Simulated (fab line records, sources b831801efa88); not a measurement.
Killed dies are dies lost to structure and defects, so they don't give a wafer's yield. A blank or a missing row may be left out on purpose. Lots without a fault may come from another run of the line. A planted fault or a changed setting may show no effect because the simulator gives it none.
Which tool did it? | flow gf180mcu | 11 lots, 31 wafers sampled, at 3 steps of a route of 602

WHAT THE GAUGES READ, wafer by wafer
GF_V1_THK_MEAS_25: measures by xrf.
lot  | measured     | on            | V1_W_THK (nm)
L966 | day 18 17:52 | film_metro-02 | 351 349 353
L969 | day 20 10:46 | film_metro-03 | 341 349 340
L968 | day 20 12:21 | film_metro-01 | 342 346 343
L970 | day 21 21:16 | film_metro-01 | 345 349 345
L974 | day 22 13:09 | film_metro-01 | 341 348 342
L975 | day 23 03:47 | film_metro-01 | 348 346 341
L976 | day 23 07:39 | film_metro-01 | 348 347 346
L977 | day 23 10:04 | film_metro-02 | 349 348 350
L980 | day 24 08:20 | film_metro-01 | 323 346
L981 | day 24 10:50 | film_metro-01 | 347 347 348
L986 | day 25 22:26 | film_metro-01 | 318 341

WHICH TOOL RAN EACH LOT (tool, then ch and the chambers of the sampled wafers, then the start)
lot  | GF_M1_METAL_ETCH_16               | GF_V1_CVD_23
L966 | rie_metal-02 ch 0,1, day 17 16:01 | cvd_w-02 ch 0,1, day 18 17:38
L969 | rie_metal-02 ch 0,1, day 19 07:58 | cvd_w-01 ch 0,1, day 20 10:32
L968 | rie_metal-03 ch 0,1, day 19 09:13 | cvd_w-01 ch 0,1, day 20 12:07
L970 | rie_metal-04 ch 0,1, day 20 18:16 | cvd_w-01 ch 0,1, day 21 21:01
L974 | rie_metal-02 ch 1, day 21 10:43   | cvd_w-01 ch 0,1, day 22 12:55
L975 | rie_metal-02 ch 0, day 22 02:04   | cvd_w-01 ch 0,1, day 23 03:33
L976 | rie_metal-02 ch 0,1, day 22 06:30 | cvd_w-01 ch 0,1, day 23 07:26
L977 | rie_metal-04 ch 0,1, day 22 08:22 | cvd_w-01 ch 0,1, day 23 09:49
L980 | rie_metal-03 ch 1, day 23 07:52   | cvd_w-01 ch 0,1, day 24 08:05
L981 | rie_metal-04 ch 0,1, day 23 09:25 | cvd_w-02 ch 0, day 24 10:36
L986 | rie_metal-04 ch 1, day 24 22:13   | cvd_w-01 ch 1, day 25 22:13
- GF_M1_METAL_ETCH_16: etches the open film in Cl2/BCl3, stops on SiO2, target depth 750.8 nm, time 125.1 s.
- GF_V1_CVD_23: deposits W, target thk 350 nm, time 105.05 s.

THE ANSWER, worked out from the rows above alone
Rule: what is usual is taken from the lots themselves. Put in order of their means at a reading, lots are off if they are a third of the lots or fewer, leave a main group of 4 or more, and stand apart from it by a gap of 3 or more times the standard deviation of the main group's means; of several such gaps the widest counts. A main group whose means are all the same, to the digits that the tables above print for the reading, isn't used. A lot without any number at a reading at which 4 lots or more have one is off too. The other lots that the step has rows for count as sound.
Off: L980, L986, at GF_V1_THK_MEAS_25 (V1_W_THK). The main group: mean 346 nm, standard deviation 2.5.
A tool fits if, at a process step before that reading, it ran every lot that is off, and no sound lot after the first of them. The gauges at GF_V1_THK_MEAS_25 are tried like those tools. One fits: cvd_w-01 at GF_V1_CVD_23. Its last sound lot is L977 (day 23 09:49), its first lot that is off L980 (day 24 08:05): a fault that began between those two fits.

WHAT THE SIMULATOR HAD PUT IN
Process parameter drift: cvd_w-01, from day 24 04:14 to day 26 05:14, at GF_V1_CVD_23. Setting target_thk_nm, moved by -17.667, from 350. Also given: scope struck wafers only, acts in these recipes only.
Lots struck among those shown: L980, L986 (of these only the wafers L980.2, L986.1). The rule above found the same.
